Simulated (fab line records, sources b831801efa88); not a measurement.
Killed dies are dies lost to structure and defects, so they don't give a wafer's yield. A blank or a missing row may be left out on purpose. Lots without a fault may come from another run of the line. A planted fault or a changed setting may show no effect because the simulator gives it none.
One fault seen from 2 desks | flow sky130 | each desk has only its own numbers; what lay behind them comes last

THE TOOL OWNER'S DESK: krf_scanner-02
The tool's own readings at SKY_METAL3_EXPOSE_10 (exposes mask MM3, target cd 300 nm): means of the sampled wafers that have a number, for each lot that ran on this tool. A lot is out of limits, marked OUT, if its mean lies more than 4 standard deviations from the usual mean; the brackets give that distance.
Columns: A = exposure_dose_mJ_cm2 at SKY_METAL3_EXPOSE_10, usual 28.008
lot  | first seen here | A
L779 | day 38 19:05    | 28.004
L781 | day 39 13:50    | 28.039
L784 | day 40 14:27    | 28.042
L785 | day 40 18:35    | 28.011
L788 | day 41 18:24    | 26.229 (-71) OUT
L798 | day 44 09:08    | 27.971
L799 | day 44 13:57    | 28.006
This desk's finding: out of limits on L788; first on L788, day 41 18:24 (exposure_dose_mJ_cm2 at SKY_METAL3_EXPOSE_10). In limits: L779, L781, L784, L785, L798, L799.

THE METROLOGY DESK
What the gauges read, lot by lot, whatever tool the lot ran on: means of the sampled wafers that have a number. A lot is out of limits, marked OUT, if its mean lies more than 4 standard deviations from the usual mean; the brackets give that distance.
Columns: A = CAPM_TIN_RS at SKY_CAPM_RS_MEAS_03, usual 6.90 ohm/sq; B = cd_nm at SKY_METAL3_CD_MEAS_13, usual 300.0 nm; C = METAL3_OVL at SKY_METAL3_OVL_MEAS_14, usual -1 nm
lot  | first seen here | A    | B               | C
L778 | day 36 21:23    | 6.89 | 299.6           | 0
L777 | day 36 22:07    | 6.89 | 301.2           | -9
L779 | day 37 02:40    | 6.95 | 300.1           | 8
L780 | day 37 21:36    | 6.88 | 300.6           | -1
L781 | day 37 22:47    | 6.86 | 299.0           | -7
L782 | day 38 03:34    | 6.92 | 300.7           | -8
L783 | day 38 05:27    | 6.93 | 299.0           | -6
L784 | day 39 00:17    | 6.89 | 299.7           | -3
L785 | day 39 05:34    | 6.90 | 301.4           | -2
L788 | day 40 05:38    | 7.03 | 249.7 (-42) OUT | 2
L798 | day 42 22:17    | 6.98 | 299.6           | -7
L797 | day 42 22:34    | 7.01 | 297.8           | 1
L799 | day 43 02:41    | 6.87 | 299.6           | 1
This desk's finding: out of limits on L788; first on L788, day 42 06:13 (cd_nm at SKY_METAL3_CD_MEAS_13). In limits: L778, L777, L779, L780, L781, L782, L783, L784, L785, L798, L797, L799.

PUT TOGETHER
The tool owner's desk could have raised an alarm at day 41 18:24, on L788.
The metrology desk could have raised an alarm at day 42 06:13, on L788.
Of the lots named, all ran SKY_METAL3_EXPOSE_10 on krf_scanner-02.

WHAT THE SIMULATOR HAD PUT IN
Process parameter drift: krf_scanner-02, from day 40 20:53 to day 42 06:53, at SKY_METAL3_EXPOSE_10. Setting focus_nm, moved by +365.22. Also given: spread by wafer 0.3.
Lots struck among those shown: L788.
Hours from the fault's start to each desk's first reading out of limits: the tool owner's desk, 22; the metrology desk, 33.
